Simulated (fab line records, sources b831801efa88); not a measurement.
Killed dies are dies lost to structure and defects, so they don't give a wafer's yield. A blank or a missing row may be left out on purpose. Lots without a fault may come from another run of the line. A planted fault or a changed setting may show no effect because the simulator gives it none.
fab line records | flow sfq_line
record lots=14 wafers=42 last_day=88
route steps=325 shown M2@95
lots that met no fault: from a run of the same line without faults
start_h: hours from the record's first day to the start of the lot's first wafer shown | wait_h: hours since the lot's step before | " the same as in the row above | L1.1+2: a row that stands for several wafers | - no value, or no start given | * or withheld: withheld | < > ~ a bound
route shown NAME@n: a module of which the file shows steps, and the number in the route of the first | usual: mean/standard deviation of fault-free wafers | same: alike in all rows | chamber/n: place in a boat | sites: the reading at each site | _std_site: their standard deviation | _edge_site: outer sites' mean less inner sites' | radius_mm: how far each site lies from the wafer's centre | mask NAME#n: copy n | behind: the tool/chamber that last shaped the wafer | hold: why the lot was held/for how many hours/how that ended | device: the transistor (n, p or np) that didn't switch | end of line: the same wafers' tests at the end of the route | a step without rows: its recipe alone | killed: dies lost to structure and defects at the first sort, not the wafer's yield | map: a wafer's dies, x killed, . not, _ none there
set.NAME: the setting as run; set.NAME@STEP: as run at that earlier step | model.NAME: the simulator's own value behind a step, which no gauge read
steps of the route over a sample of lots; a table a step, a row a wafer
services: from which hour (start_h, from the record's first day; less than 0 if before it) a tool's chamber was out of use, for how many hours, and why
## steps
# step SFQ_TRILAYER_M2_LITHO_EXPOSE_058
# recipe mask_id=M2 na=0.6 source_shape=conventional sigma_outer=0.65 target_cd_nm=500 dose_mj=14.4
# usual exposure_dose_mJ_cm2=14.399/0.012 focus_offset_nm=-0.1/0.54 na=0.6/0 reticle_temp_C=23.01/0.1 stage_vel_mm_s=499.97/0.25
# columns lot.wafer tool chamber start_h wait_h mask exposure_dose_mJ_cm2 focus_offset_nm na reticle_temp_C stage_vel_mm_s
L886.1 krf_scanner-01 0 375.92 - M2#0 14.406 -0.6 0.6 23.17 500.02
L886.2 " 0 " " M2#0 14.411 0.4 0.6 23.06 500.35
L886.6 " 0 " " M2#0 14.405 -0.1 0.6 22.95 500.02
L887.1 krf_scanner-01 0 383.12 - M2#0 14.405 -0.1 0.6 23.07 499.90
L887.4 " 0 " " M2#0 14.412 -0.1 0.6 22.96 499.65
L887.5 " 0 " " M2#0 14.396 0.7 0.6 23.11 500.02
L888.1 krf_scanner-01 0 390.32 - M2#0 14.396 -0.2 0.6 23.05 500.14
L888.4 " 0 " " M2#0 14.393 0.2 0.6 22.93 500.32
L888.6 " 0 " " M2#0 14.400 0.7 0.6 22.96 500.17
L889.1 krf_scanner-01 0 396.32 - M2#0 14.393 -0.5 0.6 22.90 499.88
L889.5 " 0 " " M2#0 14.413 0.2 0.6 23.00 499.86
L889.6 " 0 " " M2#0 14.388 -0.5 0.6 23.09 499.56
L890.3 krf_scanner-01 0 405.50 - M2#0 14.392 -0.3 0.6 23.06 499.52
L890.4 " 0 " " M2#0 14.370 0.0 0.6 22.93 499.96
L890.6 " 0 " " M2#0 14.371 0.2 0.6 23.00 499.77
L891.1 krf_scanner-01 0 421.90 - M2#0 14.408 0.1 0.6 23.01 500.14
L891.3 " 0 " " M2#0 14.381 -1.1 0.6 22.92 500.11
L891.4 " 0 " " M2#0 14.406 -0.5 0.6 22.94 500.00
L893.4 krf_scanner-01 0 441.70 - M2#0 14.388 -0.5 0.6 23.00 499.99
L893.5 " 0 " " M2#0 14.390 -0.7 0.6 22.90 499.97
L893.6 " 0 " " M2#0 14.396 0.8 0.6 22.87 499.93
L894.2 krf_scanner-01 0 449.70 - M2#0 14.395 -0.4 0.6 22.82 499.88
L894.3 " 0 " " M2#0 14.411 0.0 0.6 22.95 499.94
L894.4 " 0 " " M2#0 14.388 0.3 0.6 22.81 499.73
L896.1 krf_scanner-01 0 474.80 - M2#0 14.409 0.4 0.6 23.19 500.23
L896.4 " 0 " " M2#0 14.415 0.8 0.6 23.18 500.02
L896.5 " 0 " " M2#0 14.379 0.2 0.6 23.17 500.06
L897.2 krf_scanner-01 0 500.98 - M2#0 14.408 0.5 0.6 23.06 499.96
L897.4 " 0 " " M2#0 14.419 0.6 0.6 23.17 499.80
L897.6 " 0 " " M2#0 14.415 0.2 0.6 23.14 499.79
L898.1 krf_scanner-01 0 504.38 - M2#0 14.391 -0.5 0.6 23.04 499.98
L898.3 " 0 " " M2#0 14.418 -0.8 0.6 23.15 500.19
L898.4 " 0 " " M2#0 14.390 -0.8 0.6 23.18 500.28
L903.1 krf_scanner-01 - 565.91 - M2#0 - - - - -
L903.4 " - " " M2#0 - - - - -
L903.5 " - " " M2#0 - - - - -
L904.2 krf_scanner-01 - 569.71 - M2#0 - - - - -
L904.4 " - " " M2#0 - - - - -
L904.6 " - " " M2#0 - - - - -
L906.1 krf_scanner-01 0 594.71 - M2#0 14.406 0.4 0.6 22.82 500.05
L906.2 " 0 " " M2#0 14.417 0.9 0.6 22.93 499.79
L906.5 " 0 " " M2#0 14.386 0.0 0.6 23.00 500.12
## services
# columns tool chamber start_h hours kind
krf_scanner-01 - 365.57 0.8 pm
krf_scanner-01 - 384.69 0.2 repair
krf_scanner-01 - 467.50 1.3 pm
krf_scanner-01 - 479.60 1.0 pm
krf_scanner-01 - 480.15 15.8 repair
krf_scanner-01 - 534.38 0.8 pm
krf_scanner-01 - 547.13 4.4 pm
## key
first_sign step=SFQ_TRILAYER_M2_LITHO_EXPOSE_058 reading=tool_record direction=missing
effect none on later readings
met_at SFQ_TRILAYER_M2_LITHO_EXPOSE_058
struck_lots L903,L904
onset_between 504.38 565.91
fault kind=skipped_step_whole tool=krf_scanner-01 chamber=- onset_h=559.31 steps=SFQ_TRILAYER_M2_LITHO_EXPOSE_058 scope=struck_lots_only
